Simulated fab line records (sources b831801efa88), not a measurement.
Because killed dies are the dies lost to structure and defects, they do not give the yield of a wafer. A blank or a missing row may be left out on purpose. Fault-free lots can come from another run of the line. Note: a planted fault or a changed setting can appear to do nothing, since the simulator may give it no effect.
Which tool is to blame? + flow sky130 + 24 lots, 72 wafers sampled, at 6 steps of a route of 708

WHAT THE GAUGES READ, wafer by wafer
SKY_VIA4_THK_MEAS_20: measures by xrf. Usual: for VIA4_W_THK the level is 511 nm and the standard deviation is 7.8.
| lot  | measured     | on            | VIA4_W_THK (nm) | flag |
|------|--------------|---------------|-----------------|------|
| L074 | day 43 07:46 | film-metro-03 | 510 516 504     |      |
| L075 | day 43 10:20 | film-metro-03 | 513 511 514     |      |
| L076 | day 43 17:32 | film-metro-01 | 515 506 505     |      |
| L077 | day 44 08:17 | film-metro-01 | 510 507 509     |      |
| L079 | day 44 16:32 | film-metro-04 | 509 502 509     |      |
| L078 | day 44 17:11 | film-metro-03 | 514 520 517     |      |
| L080 | day 44 17:53 | film-metro-04 | 511 501 511     |      |
| L081 | day 45 17:31 | film-metro-01 | 511 515 513     |      |
| L083 | day 45 22:24 | film-metro-01 | 520 507 500     |      |
| L082 | day 46 00:26 | film-metro-04 | 504 508 516     |      |
| L084 | day 46 02:56 | film-metro-04 | 512 522 516     |      |
| L085 | day 46 12:35 | film-metro-03 | 513 523 516     |      |
| L086 | day 46 17:32 | film-metro-04 | 506 503 510     |      |
| L088 | day 47 09:26 | film-metro-03 | 519 528 521     |      |
| L087 | day 47 10:35 | film-metro-01 | 506 497 515     |      |
| L090 | day 47 11:14 | film-metro-04 | 513 519 506     |      |
| L089 | day 47 12:01 | film-metro-03 | 527 517 514     |      |
| L091 | day 47 16:10 | film-metro-04 | 517 522 514     |      |
| L092 | day 47 20:08 | film-metro-01 | 509 511 515     |      |
| L093 | day 48 03:56 | film-metro-03 | 509 506 511     |      |
| L094 | day 48 06:37 | film-metro-01 | 508 526 520     |      |
| L095 | day 48 10:52 | film-metro-04 | 494 503 519     |      |
| L096 | day 48 17:23 | film-metro-04 | 494 497 498     |      |
| L097 | day 48 19:49 | film-metro-04 | 509 515 506     |      |

SKY_PASSIVATION_THK_MEAS_01. Usual: for PASSIVATION_CVD_00_THK the level is 89.9 nm and the standard deviation is 1.2.
| lot  | measured     | on            | PASSIVATION_CVD_00_THK (nm) | flag |
|------|--------------|---------------|-----------------------------|------|
| L074 | day 44 08:05 | film-metro-04 | 90.0 90.2 91.6              |      |
| L075 | day 44 09:50 | film-metro-04 | 90.9 89.3 90.7              |      |
| L076 | day 44 17:56 | film-metro-02 | 88.4 90.4 90.6              |      |
| L077 | day 45 07:17 | film-metro-03 | 88.5 89.9 89.4              |      |
| L079 | day 45 15:38 | film-metro-03 | 89.5 88.3 90.5              |      |
| L078 | day 45 16:11 | film-metro-04 | 89.7 90.6 91.2              |      |
| L080 | day 45 16:43 | film-metro-02 | 89.1 90.0 90.3              |      |
| L081 | day 46 15:28 | film-metro-04 | 89.5 90.8 90.4              |      |
| L083 | day 46 21:10 | film-metro-04 | 87.9 88.7 88.9              |      |
| L082 | day 46 22:26 | film-metro-03 | 88.2 89.0 88.6              |      |
| L084 | day 47 00:46 | film-metro-03 | 88.1 89.4 89.7              |      |
| L085 | day 47 10:43 | film-metro-03 | 87.7 88.9 89.2              |      |
| L086 | day 47 14:52 | film-metro-03 | 87.7 88.7 89.4              |      |
| L088 | day 48 05:52 | film-metro-03 | 88.2 89.6 90.8              |      |
| L087 | day 48 07:14 | film-metro-03 | 91.0 91.8 91.2              |      |
| L090 | day 48 08:00 | film-metro-04 | 89.3 90.6 91.4              |      |
| L089 | day 48 08:59 | film-metro-02 | 89.2 90.8 90.2              |      |
| L091 | day 48 12:50 | film-metro-04 | 89.2 92.3 91.1              |      |
| L092 | day 48 17:53 | film-metro-04 | 90.9 90.5 91.8              |      |
| L093 | day 49 00:27 | film-metro-02 | 90.4 92.2 91.0              |      |
| L094 | day 49 02:56 | film-metro-02 | 89.2 90.6 89.6              |      |
| L095 | day 49 06:40 | film-metro-03 | 88.3 90.3 90.1              |      |
| L096 | day 49 13:27 | film-metro-02 | 89.6 89.7 91.0              |      |
| L097 | day 49 14:35 | film-metro-04 | 88.0 91.6 91.7              |      |

SKY_PASSIVATION_THK_MEAS_03. Usual: for PASSIVATION_CVD_02_THK the level is 537 nm and the standard deviation is 7.1.
| lot  | measured     | on            | PASSIVATION_CVD_02_THK (nm) | flag |
|------|--------------|---------------|-----------------------------|------|
| L074 | day 44 08:22 | film-metro-04 | 537 530 536                 |      |
| L075 | day 44 10:07 | film-metro-04 | 545 538 552                 |      |
| L076 | day 44 18:13 | film-metro-03 | 528 541 545                 |      |
| L077 | day 45 07:34 | film-metro-04 | 528 540 549                 |      |
| L079 | day 45 15:55 | film-metro-02 | 534 530 543                 |      |
| L078 | day 45 16:28 | film-metro-04 | 529 537 540                 |      |
| L080 | day 45 17:00 | film-metro-02 | 524 535 544                 |      |
| L081 | day 46 15:45 | film-metro-04 | 529 540 540                 |      |
| L083 | day 46 21:28 | film-metro-03 | 532 535 529                 |      |
| L082 | day 46 22:44 | film-metro-02 | 527 536 537                 |      |
| L084 | day 47 01:03 | film-metro-04 | 532 538 545                 |      |
| L085 | day 47 11:00 | film-metro-02 | 527 531 548                 |      |
| L086 | day 47 15:08 | film-metro-02 | 527 529 542                 |      |
| L088 | day 48 06:09 | film-metro-02 | 528 526 545                 |      |
| L087 | day 48 07:38 | film-metro-02 | 536 536 535                 |      |
| L090 | day 48 08:17 | film-metro-02 | 546 544 543                 |      |
| L089 | day 48 09:16 | film-metro-02 | 541 539 550                 |      |
| L091 | day 48 13:14 | film-metro-04 | 533 536 533                 |      |
| L092 | day 48 18:10 | film-metro-04 | 533 541 534                 |      |
| L093 | day 49 00:44 | film-metro-02 | 527 540 532                 |      |
| L094 | day 49 03:14 | film-metro-04 | 547 548 555                 |      |
| L095 | day 49 06:58 | film-metro-02 | 536 549 546                 |      |
| L096 | day 49 13:44 | film-metro-04 | 523 527 543                 |      |
| L097 | day 49 14:52 | film-metro-03 | 529 537 542                 |      |

TOOL THAT RAN EACH LOT (tool first, then ch and the chambers of the sampled wafers, then the start)
| lot  | SKY_VIA1_ETCH_14                   | SKY_CAPM_SPUTTER_02          | SKY_METAL4_STRIP_19                  |
|------|------------------------------------|------------------------------|--------------------------------------|
| L074 | rie-diel-01 ch 1,2,3, day 34 09:16 | pvd-sputter-01, day 36 21:02 | plasma-asher-01 ch 0,1, day 42 06:20 |
| L075 | rie-diel-04 ch 0,1,3, day 34 10:43 | pvd-sputter-02, day 36 21:23 | plasma-asher-04 ch 0,1, day 42 08:28 |
| L076 | rie-diel-02 ch 0,2,3, day 34 23:20 | pvd-sputter-01, day 37 09:23 | plasma-asher-01 ch 1, day 42 16:24   |
| L077 | rie-diel-04 ch 1,3, day 35 16:23   | pvd-sputter-02, day 38 01:13 | plasma-asher-03 ch 0,1, day 43 07:38 |
| L079 | rie-diel-02 ch 0,1, day 36 01:20   | pvd-sputter-04, day 38 10:14 | plasma-asher-03 ch 0,1, day 43 15:27 |
| L078 | rie-diel-01 ch 1,3, day 36 01:41   | pvd-sputter-04, day 38 10:53 | plasma-asher-04 ch 0,1, day 43 16:27 |
| L080 | rie-diel-04 ch 0,1, day 36 01:44   | pvd-sputter-01, day 38 11:24 | plasma-asher-01 ch 0,1, day 43 17:21 |
| L081 | rie-diel-01 ch 0,3, day 37 06:20   | pvd-sputter-04, day 39 13:38 | plasma-asher-04 ch 0,1, day 44 17:37 |
| L083 | rie-diel-01 ch 0,1,3, day 37 11:29 | pvd-sputter-02, day 39 19:29 | plasma-asher-04 ch 0,1, day 44 22:54 |
| L082 | rie-diel-01 ch 0,1,2, day 37 15:23 | pvd-sputter-01, day 39 23:38 | plasma-asher-03 ch 0,1, day 45 01:10 |
| L084 | rie-diel-01 ch 1,2,3, day 37 20:11 | pvd-sputter-01, day 40 03:47 | plasma-asher-03 ch 0,1, day 45 03:48 |
| L085 | rie-diel-02 ch 0,1,2, day 38 08:11 | pvd-sputter-01, day 40 14:10 | plasma-asher-01 ch 0,1, day 45 14:01 |
| L086 | rie-diel-04 ch 0,1, day 38 13:53   | pvd-sputter-04, day 40 19:50 | plasma-asher-03 ch 0,1, day 45 18:55 |
| L088 | rie-diel-04 ch 0,1,2, day 39 06:28 | pvd-sputter-02, day 41 12:23 | plasma-asher-01 ch 0,1, day 46 10:46 |
| L087 | rie-diel-02 ch 1,2, day 39 07:43   | pvd-sputter-02, day 41 13:23 | plasma-asher-01 ch 0,1, day 46 11:43 |
| L090 | rie-diel-04 ch 2,3, day 39 09:53   | pvd-sputter-01, day 41 15:07 | plasma-asher-03 ch 0,1, day 46 12:11 |
| L089 | rie-diel-01 ch 0,1,2, day 39 10:23 | pvd-sputter-04, day 41 16:32 | plasma-asher-03 ch 0,1, day 46 13:00 |
| L091 | rie-diel-01 ch 1,2,3, day 39 15:40 | pvd-sputter-01, day 41 20:38 | plasma-asher-04 ch 0,1, day 46 17:44 |
| L092 | rie-diel-02 ch 1,2,3, day 39 18:31 | pvd-sputter-01, day 42 00:19 | plasma-asher-03 ch 0,1, day 46 21:28 |
| L093 | rie-diel-01 ch 1,2, day 40 07:37   | pvd-sputter-01, day 42 12:56 | plasma-asher-03 ch 0,1, day 47 05:56 |
| L094 | rie-diel-04 ch 0,1,3, day 40 09:14 | pvd-sputter-01, day 42 14:05 | plasma-asher-03 ch 0,1, day 47 08:48 |
| L095 | rie-diel-04 ch 0,1,2, day 40 14:53 | pvd-sputter-04, day 42 19:17 | plasma-asher-01 ch 0,1, day 47 13:10 |
| L096 | rie-diel-02 ch 0,3, day 41 00:20   | pvd-sputter-01, day 43 04:29 | plasma-asher-04 ch 0,1, day 47 19:54 |
| L097 | rie-diel-04 ch 0,1,2, day 41 03:20 | pvd-sputter-01, day 43 07:26 | plasma-asher-03 ch 0,1, day 47 22:19 |
- SKY_VIA1_ETCH_14: etches BARC in N2/H2, stops on SiO2, time 45.9 s, target depth 60 nm.
- SKY_CAPM_SPUTTER_02: material TiN, target thk 200 nm, time 166.7 s.
- SKY_METAL4_STRIP_19: strips in O2/N2.

WHAT THE TOOLS THEMSELVES READ (means of the sampled wafers that have a number; where no wafer has one, the mark that the record gives instead)
SKY_VIA1_ETCH_14. Usual: drypump-motor-current-A 5.7 A, standard deviation 0.5; oes-product-au 0.854 a.u., standard deviation 0.0049; throttle-valve-pct 13.225 %, standard deviation 0.0097.
| lot  | tool        | drypump-motor-current-A (A) | oes-product-au (a.u.) | throttle-valve-pct (%) | flag |
|------|-------------|-----------------------------|-----------------------|------------------------|------|
| L074 | rie-diel-01 | 5.5                         | 0.854                 | 13.232                 |      |
| L075 | rie-diel-04 | 5.3                         | 0.856                 | 13.227                 |      |
| L076 | rie-diel-02 | 5.9                         | 0.852                 | 13.230                 |      |
| L077 | rie-diel-04 | 5.4                         | 0.851                 | 13.230                 |      |
| L079 | rie-diel-02 | 5.6                         | 0.857                 | 13.222                 |      |
| L078 | rie-diel-01 | 5.3                         | 0.852                 | 13.224                 |      |
| L080 | rie-diel-04 | 5.6                         | 0.850                 | 13.223                 |      |
| L081 | rie-diel-01 | 5.9                         | 0.856                 | 13.228                 |      |
| L083 | rie-diel-01 | 5.9                         | 0.845                 | 13.223                 |      |
| L082 | rie-diel-01 | 6.1                         | 0.849                 | 13.232                 |      |
| L084 | rie-diel-01 | 5.5                         | 0.856                 | 13.228                 |      |
| L085 | rie-diel-02 | 5.7                         | 0.856                 | 13.217                 |      |
| L086 | rie-diel-04 | 5.5                         | 0.858                 | 13.237                 |      |
| L088 | rie-diel-04 | 5.5                         | 0.862                 | 13.219                 |      |
| L087 | rie-diel-02 | 5.6                         | 0.853                 | 13.227                 |      |
| L090 | rie-diel-04 | 5.2                         | 0.859                 | 13.219                 |      |
| L089 | rie-diel-01 | 6.1                         | 0.857                 | 13.231                 |      |
| L091 | rie-diel-01 | 5.5                         | 0.857                 | 13.226                 |      |
| L092 | rie-diel-02 | 5.8                         | 0.851                 | 13.220                 |      |
| L093 | rie-diel-01 | 6.0                         | 0.856                 | 13.225                 |      |
| L094 | rie-diel-04 | 5.3                         | 0.850                 | 13.233                 |      |
| L095 | rie-diel-04 | 5.5                         | 0.855                 | 13.217                 |      |
| L096 | rie-diel-02 | 5.9                         | 0.853                 | 13.217                 |      |
| L097 | rie-diel-04 | 5.5                         | 0.851                 | 13.223                 |      |

SKY_CAPM_SPUTTER_02. Usual: 29.6 % for throttle-valve-pct, sd 1.2.
| lot  | tool           | throttle-valve-pct (%) | flag |
|------|----------------|------------------------|------|
| L074 | pvd-sputter-01 | 29.7                   |      |
| L075 | pvd-sputter-02 | 28.9                   |      |
| L076 | pvd-sputter-01 | 29.3                   |      |
| L077 | pvd-sputter-02 | 28.6                   |      |
| L079 | pvd-sputter-04 | 30.6                   |      |
| L078 | pvd-sputter-04 | 30.6                   |      |
| L080 | pvd-sputter-01 | 28.6                   |      |
| L081 | pvd-sputter-04 | 29.5                   |      |
| L083 | pvd-sputter-02 | 29.0                   |      |
| L082 | pvd-sputter-01 | 30.1                   |      |
| L084 | pvd-sputter-01 | 30.0                   |      |
| L085 | pvd-sputter-01 | 30.1                   |      |
| L086 | pvd-sputter-04 | 30.6                   |      |
| L088 | pvd-sputter-02 | 29.3                   |      |
| L087 | pvd-sputter-02 | 28.7                   |      |
| L090 | pvd-sputter-01 | 28.9                   |      |
| L089 | pvd-sputter-04 | 31.6                   |      |
| L091 | pvd-sputter-01 | 29.3                   |      |
| L092 | pvd-sputter-01 | 30.0                   |      |
| L093 | pvd-sputter-01 | 30.0                   |      |
| L094 | pvd-sputter-01 | 29.8                   |      |
| L095 | pvd-sputter-04 | 30.4                   |      |
| L096 | pvd-sputter-01 | 29.9                   |      |
| L097 | pvd-sputter-01 | 29.6                   |      |

SKY_METAL4_STRIP_19. Usual: drypump-motor-current-A 5.49 A, standard deviation 0.25; oes-product-au 0.501 a.u., standard deviation 0.0056; strip-time-to-endpoint-s 6.51 s, standard deviation 0.072.
| lot  | tool            | drypump-motor-current-A (A) | oes-product-au (a.u.) | strip-time-to-endpoint-s (s) | flag |
|------|-----------------|-----------------------------|-----------------------|------------------------------|------|
| L074 | plasma-asher-01 | 5.63                        | 0.506                 | 6.59                         |      |
| L075 | plasma-asher-04 | 5.64                        | 0.501                 | 6.49                         |      |
| L076 | plasma-asher-01 | 5.93                        | 0.501                 | 6.58                         |      |
| L077 | plasma-asher-03 | 5.43                        | 0.502                 | 6.49                         |      |
| L079 | plasma-asher-03 | 5.40                        | 0.501                 | 6.62                         |      |
| L078 | plasma-asher-04 | 5.68                        | 0.497                 | 6.55                         |      |
| L080 | plasma-asher-01 | 5.35                        | 0.502                 | 6.53                         |      |
| L081 | plasma-asher-04 | 5.63                        | 0.501                 | 6.49                         |      |
| L083 | plasma-asher-04 | 5.59                        | 0.502                 | 6.55                         |      |
| L082 | plasma-asher-03 | 5.39                        | 0.510                 | 6.59                         |      |
| L084 | plasma-asher-03 | 5.42                        | 0.503                 | 6.53                         |      |
| L085 | plasma-asher-01 | 5.34                        | 0.496                 | 6.50                         |      |
| L086 | plasma-asher-03 | 5.42                        | 0.502                 | 6.49                         |      |
| L088 | plasma-asher-01 | 5.63                        | 0.502                 | 6.56                         |      |
| L087 | plasma-asher-01 | 5.35                        | 0.504                 | 6.57                         |      |
| L090 | plasma-asher-03 | 5.40                        | 0.495                 | 6.46                         |      |
| L089 | plasma-asher-03 | 5.38                        | 0.495                 | 6.41                         |      |
| L091 | plasma-asher-04 | 5.64                        | 0.491                 | 6.42                         |      |
| L092 | plasma-asher-03 | 5.41                        | 0.499                 | 6.47                         |      |
| L093 | plasma-asher-03 | 5.40                        | 0.503                 | 6.47                         |      |
| L094 | plasma-asher-03 | 5.43                        | 0.498                 | 6.47                         |      |
| L095 | plasma-asher-01 | 5.63                        | 0.493                 | 6.38                         |      |
| L096 | plasma-asher-04 | 5.59                        | 0.498                 | 6.52                         |      |
| L097 | plasma-asher-03 | 5.41                        | 0.499                 | 6.46                         |      |

THE ANSWER, worked out from the rows above alone
Rule: a lot is off if the mean of its wafers that have a number lies more than 3 standard deviations from the usual mean. Also off: a lot with no number at a reading for which 4 or more lots have one. Where the step has rows for the other lots, those lots are counted as sound. Order of review: gauges by route order, followed by the tools' own readings, for which a lot's mean as printed above is used. The first step at which some lot is off is used, and at that step the reading that is off furthest; a lot without a number counts as furthest.
No lot is off on any of the readings shown, so nothing can be concluded from this.

WHAT THE SIMULATOR HAD INSERTED
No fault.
